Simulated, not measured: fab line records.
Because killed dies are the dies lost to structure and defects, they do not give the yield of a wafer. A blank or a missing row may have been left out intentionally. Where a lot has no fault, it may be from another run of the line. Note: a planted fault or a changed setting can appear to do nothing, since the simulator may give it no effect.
One fault through the eyes of 2 desks || flow gf180mcu || each desk holds nothing but its own numbers, with what lay behind them at the end

== THE METROLOGY DESK ==
What the gauges read, lot by lot, whatever tool the lot ran on: means of the sampled wafers that have a number. Any lot whose mean is over 4 standard deviations away from the usual mean is out of limits and marked OUT; that distance is given in the brackets.
Columns: A = NWELL_TW at GF_NWELL_TW_MEAS_11, usual 1573; B = LVPWELL_OVL at GF_LVPWELL_OVL_MEAS_07, usual -0.6 nm
{"lot": "L831", "first seen here": "day 3 23:04", "A": 1547, "B": -1.9}
{"lot": "L835", "first seen here": "day 4 20:31", "A": 1580, "B": -1.5}
{"lot": "L838", "first seen here": "day 5 13:07", "A": 1603, "B": -0.1}
{"lot": "L839", "first seen here": "day 5 18:15", "A": 1592, "B": 0.2}
{"lot": "L846", "first seen here": "day 7 09:53", "A": 1553, "B": -0.1}
{"lot": "L850", "first seen here": "day 8 07:00", "A": 1552, "B": -2.2}
Finding of this desk: none of the 6 lots has anything out of limits.

== TOOL OWNER'S DESK, implanter-03 ==
The tool's own readings at GF_LVPWELL_IMPLANT_09: means of the sampled wafers that have a number, for each lot that ran on this tool. Any lot whose mean is over 4 standard deviations away from the usual mean is out of limits and marked OUT; that distance is given in the brackets.
Columns: A = beamEnergyKeV at GF_LVPWELL_IMPLANT_09, usual 60.004
{"lot": "L835", "first seen here": "day 5 10:46", "A": 59.983}
{"lot": "L838", "first seen here": "day 6 03:46", "A": "62.024 (+99 or more) OUT"}
{"lot": "L839", "first seen here": "day 6 09:47", "A": "62.037 (+99 or more) OUT"}
This desk's verdict: out of limits on L838, L839, starting with L838 at day 6 03:46 (beamEnergyKeV at GF_LVPWELL_IMPLANT_09). In limits: L835.

== TAKEN TOGETHER ==
An alarm could have come from the tool owner's desk at day 6 03:46, on L838, L839.
The metrology desk saw nothing out of limits.
The metrology desk holds a record of L838, L839, inside its limits.
The lots listed all ran GF_LVPWELL_IMPLANT_09 on implanter-03.

== WHAT THE SIMULATOR HAD INSERTED ==
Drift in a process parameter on implanter-03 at GF_LVPWELL_IMPLANT_09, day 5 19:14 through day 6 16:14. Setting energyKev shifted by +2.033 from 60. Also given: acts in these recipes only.
Shown lots that were struck: L838, L839.
Time in hours from fault onset to the first out-of-limits reading at each desk: the tool owner's desk, 9.
